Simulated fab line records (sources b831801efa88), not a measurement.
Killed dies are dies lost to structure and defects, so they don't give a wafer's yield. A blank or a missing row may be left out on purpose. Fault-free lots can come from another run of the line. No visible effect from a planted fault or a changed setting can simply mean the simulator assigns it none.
Matching of chambers | flow gf180mcu | GF_CONTACT_CMP_04 on cmp-02 has 4 sister chambers
The step polishes SiO2. 16 wafers are shown with their chamber, then 8 later ones without.

== WAFERS, EACH WITH ITS CHAMBER ==
wafer  | chamber | motorCurrentA (A) | platenRpm (rpm) | timeToEndpointS (s)
L475.3 | 0       | 11.7              | 60.02           | 114
L475.4 | 3       | 10.9              | 60.08           | 113
L475.5 | 0       | 11.1              | 60.02           | 118
L476.3 | 0       | 11.6              | 60.08           | 110
L476.5 | 0       | 11.5              | 60.09           | 118
L476.6 | 3       | 10.8              | 60.03           | 111
L478.1 | 2       | 12.6              | 59.95           | 104
L478.2 | 1       | 12.6              | 60.06           | 109
L478.6 | 3       | 10.8              | 59.95           | 109
L483.2 | 0       | 10.9              | 60.05           | 121
L483.3 | 3       | 10.7              | 60.07           | 114
L483.5 | 2       | 12.7              | 59.99           | 114
L484.1 | 1       | 12.5              | 59.95           | 116
L484.2 | 3       | 10.7              | 60.07           | 107
L484.3 | 0       | 11.6              | 60.01           | 112
L494.1 | 0       | 11.1              | 59.93           | 113

SIGNATURES (means of the wafers above)
reading         | chamber 0 | chamber 1 | chamber 2 | chamber 3 | scatter within a chamber
motorCurrentA   | 11.357    | 12.550    | 12.650    | 10.780    | 0.23
platenRpm       | 60.0286   | 60.0050   | 59.9700   | 60.0400   | 0.0544
timeToEndpointS | 115.14    | 112.50    | 109.00    | 110.80    | 4.08
Rule: a wafer's distance from a chamber is the root of the sum, over the readings, of the square of ((its reading less the chamber's mean) divided by the reading's scatter). If the next closest chamber is less than 2 further off than the closest, the wafer can't be placed; otherwise it belongs to the closest. The scatter: the root of (the sum of the squares of (reading less its chamber's mean) over the shown wafers, divided by (wafers less chambers)).

== WAFERS WITH NO CHAMBER GIVEN ==
wafer  | motorCurrentA (A) | platenRpm (rpm) | timeToEndpointS (s)
L494.2 | 12.2              | 59.93           | 127
L494.4 | 11.2              | 59.98           | 113
L497.1 | 10.8              | 60.04           | 111
L497.4 | 11.5              | 59.97           | 119
L497.5 | 12.2              | 59.98           | 117
L498.1 | 12.7              | 60.04           | 112
L498.2 | 10.3              | 60.00           | 116
L498.6 | 12.1              | 59.98           | 120

== EACH ONE'S CHAMBER ==
wafer  | from the rows above          | in truth
L494.2 | can't be placed: 1 or 2 or 0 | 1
L494.4 | can't be placed: 0 or 3      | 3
L497.1 | 3                            | 3
L497.4 | 0                            | 0
L497.5 | can't be placed: 1 or 2 or 0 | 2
L498.1 | can't be placed: 1 or 2      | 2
L498.2 | 3                            | 3
L498.6 | can't be placed: 1 or 0 or 2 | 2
Correct placement for 3 of the 8. From these rows, 5 cannot be placed; in 5 the true chamber is one of the candidates. 0 placed wrongly.
